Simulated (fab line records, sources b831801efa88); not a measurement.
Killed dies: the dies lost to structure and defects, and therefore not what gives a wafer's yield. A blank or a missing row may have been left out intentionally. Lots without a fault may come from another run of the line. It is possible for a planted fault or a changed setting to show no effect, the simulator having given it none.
Struck lot and sound lot, side by side    flow sky130    29 out of 708 route steps
Sound: the wafers L555.1, L555.3, L555.5. Wafers L554.3, L554.5, L554.6 were the ones struck. At the end, the cause is stated.
At each step with rows: each side's tool, then ch and its chambers, then its first start. Under that, the readings that differ: sound wafers    struck wafers    difference of the means    sigmas: that difference in standard deviations of wafers without a fault.
alike: readings whose means differ by less than 2 such deviations, and words and numbers that are the same on both sides. not compared: withheld readings, readings that some wafer has no value for, bounds like >300 that may hide the same value, and numbers for which the record gives no deviation and whose values overlap.
Wherever a step has rows on one side only, a row that says differs or no value, or a row with sigmas, the two part there. When numbers do not overlap yet have no deviation, they are printed without sigmas and do not part them. A reading that every wafer of one side lacks parts them only if that side has two wafers or more.

SKY_PWDE_STRIP_09: strips in O2/N2.
  sound on plasma asher-01 ch 0,1, day 7 18:28; struck on plasma asher-01 ch 0,1, day 7 13:52
  alike: chamber pressure mTorr, drypump motor current A, oes product au, strip time to endpoint s
  not compared: rf hours counter h
SKY_PWDE_TW_MEAS_10:
  struck on film metro-01, day 7 13:58; sound on film metro-01, day 7 18:34
  alike: PWDE_TW
then, 7 steps without rows for these wafers: SKY_NWELL_DEHYDRATE_03 (time 60 s); SKY_NWELL_HMDS_04 (prime time 60 s); SKY_NWELL_COAT_05 (resist thk 3000 nm); SKY_NWELL_SOFTBAKE_06; SKY_NWELL_EXPOSE_07 (exposes mask NWM, target cd 840 nm); SKY_NWELL_PEB_08; SKY_NWELL_DEVELOP_09 (develop time 60 s).
SKY_NWELL_OVL_MEAS_10:
  struck on overlay-02, day 8 09:46; sound on overlay-02, day 8 14:41
  alike: NWELL_00_OVL
then, 2 steps without rows for these wafers: SKY_NWELL_IMPLANT_11; SKY_NWELL_IMPLANT_12.
SKY_NWELL_IMPLANT_13:
  sound on implanter-04 ch 0, day 8 17:19; struck on implanter-04, day 8 10:08
  no value came back on the struck wafers for beam energy keV, beam on s (s), end station pressure torr (Torr); on the sound wafers beam energy keV reads 50.008 49.999 50.013
SKY_NWELL_STRIP_14: strips in O2/N2.
  sound on plasma asher-03 ch 0,1, day 8 17:28; struck on plasma asher-02 ch 0,1, day 8 10:16
  alike: chamber pressure mTorr, drypump motor current A, oes product au, strip time to endpoint s
  not compared: rf hours counter h
SKY_NWELL_TW_MEAS_15:
  struck on film metro-01, day 8 10:22; sound on film metro-03, day 8 17:34
reading   sound           struck          difference  sigmas
NWELL_TW  1796 1806 1802  1822 1824 1827  +23         +2
then, 7 steps without rows for these wafers: SKY_NWELL_DEHYDRATE_16 (time 60 s); SKY_NWELL_HMDS_17 (prime time 60 s); SKY_NWELL_COAT_18 (resist thk 3000 nm); SKY_NWELL_SOFTBAKE_19; SKY_NWELL_EXPOSE_20 (exposes mask NWM COMPLEMENT, target cd 840 nm); SKY_NWELL_PEB_21; SKY_NWELL_DEVELOP_22 (develop time 60 s).
SKY_NWELL_OVL_MEAS_23:
  struck on overlay-01, day 9 06:23; sound on overlay-01, day 9 14:20
  alike: NWELL_01_OVL
then, 1 step without rows for these wafers: SKY_NWELL_IMPLANT_24.
SKY_NWELL_STRIP_25: strips in O2/N2.
  sound on plasma asher-02 ch 0,1, day 9 14:31; struck on plasma asher-02 ch 0,1, day 9 06:36
  alike: chamber pressure mTorr, drypump motor current A, oes product au, strip time to endpoint s
  not compared: rf hours counter h
SKY_NWELL_TW_MEAS_26:
  struck on film metro-01, day 9 06:41; sound on film metro-01, day 9 14:37
  alike: NWELL_2_TW
then, 1 step without rows for these wafers: SKY_NWELL_CLEAN_27 (cleans in SC1/SC2, time 150 s).
SKY_NWELL_RTA_28: time 30 s.
  sound on rtp anneal-01 ch 0, day 9 14:43; struck on rtp anneal-01 ch 0, day 9 06:49
  alike: lamp power pct, wafer_temp_C_max
SKY_NWELL_RS_MEAS_29: a four-point-probe measurement.
  struck on film metro-01, day 9 06:55; sound on film metro-03, day 9 14:49
reading            sound              struck             difference  sigmas
NWELL_RS (ohm/sq)  621.3 622.1 622.4  653.5 652.1 656.0  +31.9       +19

WHERE THEY PART
First at SKY_NWELL_IMPLANT_13; last, within this record, at SKY_NWELL_RS_MEAS_29.

WHY: the cause the simulator had injected
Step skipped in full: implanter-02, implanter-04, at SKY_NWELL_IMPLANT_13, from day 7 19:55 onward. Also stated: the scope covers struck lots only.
